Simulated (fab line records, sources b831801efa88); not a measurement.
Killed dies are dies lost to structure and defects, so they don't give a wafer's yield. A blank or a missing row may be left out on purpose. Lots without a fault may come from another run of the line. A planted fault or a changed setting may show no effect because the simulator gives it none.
Problem report in the 8D (eight disciplines) form, filled by code | flow sky130 | the parts of the form that need people (team, actions taken, sign-off) are left out

1. THE PROBLEM
SONOS_ONO_OXIDATION_THK at SKY_SONOS_ONO_THK_MEAS_01 reads a mean of 3.16 nm on 9 wafers of 3 lots; wafers without a fault read 2.59 nm with a standard deviation of 0.064. That is +9.0 standard deviations from the usual mean.
First seen on wafer L180.1, day 14 18:27, on film_metro-04. The record holds 33 wafers of 11 lots with a number at this step. Rule for "out", or "out of limits": more than 4 standard deviations from the usual mean. The other wafers with a number count as sound.

2. WHAT IT IS AND WHAT IT IS NOT
question                    | is                                          | is not
which readings at this step | SONOS_ONO_OXIDATION_THK                     | -
which lots                  | L180, L181, L182                            | L172, L173, L176, L189, L190, L191, L194, L195
which wafers of those lots  | all that have a number                      | -
read on which gauges        | film_metro-01, film_metro-03, film_metro-04 | -
when                        | from day 14 18:27                           | up to then (9 sound wafers); but 15 sound wafers of L189, L190, L191, L194, L195 came after

3. SUSPECTS, AND WHAT RULES EACH OUT
Counting: a tool at a process step up to the reading stays a suspect if it ran every lot that is out and no sound lot after the first of them.
- the gauge at SKY_SONOS_ONO_THK_MEAS_01: ruled out. The wafers that are out were read on 3 gauges (film_metro-01, film_metro-03, film_metro-04).
- furnace-01 at SKY_SONOS_ONO_OXIDATION_00 (stabilise 600 s, purge 300 s, target thk 2.6 nm): ruled out as a lasting fault. Sound lots L190, L195 ran on it after its first lot that is out, L180 (day 14 17:06).
Left after counting: nothing in the record.

4. THE CAUSE (what the simulator had put in)
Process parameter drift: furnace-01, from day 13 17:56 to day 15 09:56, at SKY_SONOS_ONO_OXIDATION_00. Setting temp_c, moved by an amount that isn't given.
Counting ruled it out, wrongly: the rule takes a fault to strike every lot that its tool runs from its start on, and this one did not.

5. THE CHAIN OF EFFECTS, in route order
Each row: a reading whose mean over the struck wafers that have a number lies more than 3 standard deviations from the usual. Only readings for which the record gives a usual standard deviation are gone through. hours: the time from each lot's start at the first step in this table that gives one to its start at this step, as a median over the lots. sigmas: the change in usual standard deviations.
hours | step                       | reading                 | usual    | on struck wafers | change | sigmas
0     | SKY_SONOS_ONO_OXIDATION_00 | spike_tc_bottom_C       | 823.3 C  | 840.5            | +17.2  | +14
0     | SKY_SONOS_ONO_OXIDATION_00 | spike_tc_centre_C       | 801.2 C  | 816.1            | +14.9  | +9.3
0     | SKY_SONOS_ONO_OXIDATION_00 | spike_tc_lower_C        | 799.9 C  | 816.5            | +16.6  | +13
0     | SKY_SONOS_ONO_OXIDATION_00 | spike_tc_top_C          | 815.0 C  | 831.8            | +16.8  | +13
0     | SKY_SONOS_ONO_OXIDATION_00 | spike_tc_upper_C        | 800.5 C  | 814.4            | +13.9  | +6.6
0     | SKY_SONOS_ONO_OXIDATION_00 | tube_center_temp_C      | 800.01 C | 815.86           | +15.85 | +99 or more
0     | SKY_SONOS_ONO_OXIDATION_00 | tube_center_temp_C_max  | 802.0    | 818.0            | +16.0  | +53
0     | SKY_SONOS_ONO_OXIDATION_00 | zone_power_centre_pct   | 14.37 %  | 15.00            | +0.63  | +4.8
1     | SKY_SONOS_ONO_THK_MEAS_01  | SONOS_ONO_OXIDATION_THK | 2.59 nm  | 3.16             | +0.57  | +9.0
The process steps in it:
- SKY_SONOS_ONO_OXIDATION_00: stabilise 600 s, purge 300 s, target thk 2.6 nm.
Later measuring or inspecting steps at which every struck wafer that the step has a row for has a number for every such reading, and none has moved that far: SKY_SONOS_ONO_THK_MEAS_05.

6. WHAT WOULD HAVE CAUGHT IT SOONER
In this record the first reading out of limits at a measuring or inspecting step was taken at day 14 18:27, 25 hours after the fault began at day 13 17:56.
The tool's own readings at SKY_SONOS_ONO_OXIDATION_00 were out on every struck wafer that the step has a row for (spike_tc_bottom_C, spike_tc_centre_C, spike_tc_lower_C, spike_tc_top_C, spike_tc_upper_C, tube_center_temp_C, tube_center_temp_C_max): an alarm limit on them would have fired on the first of those.
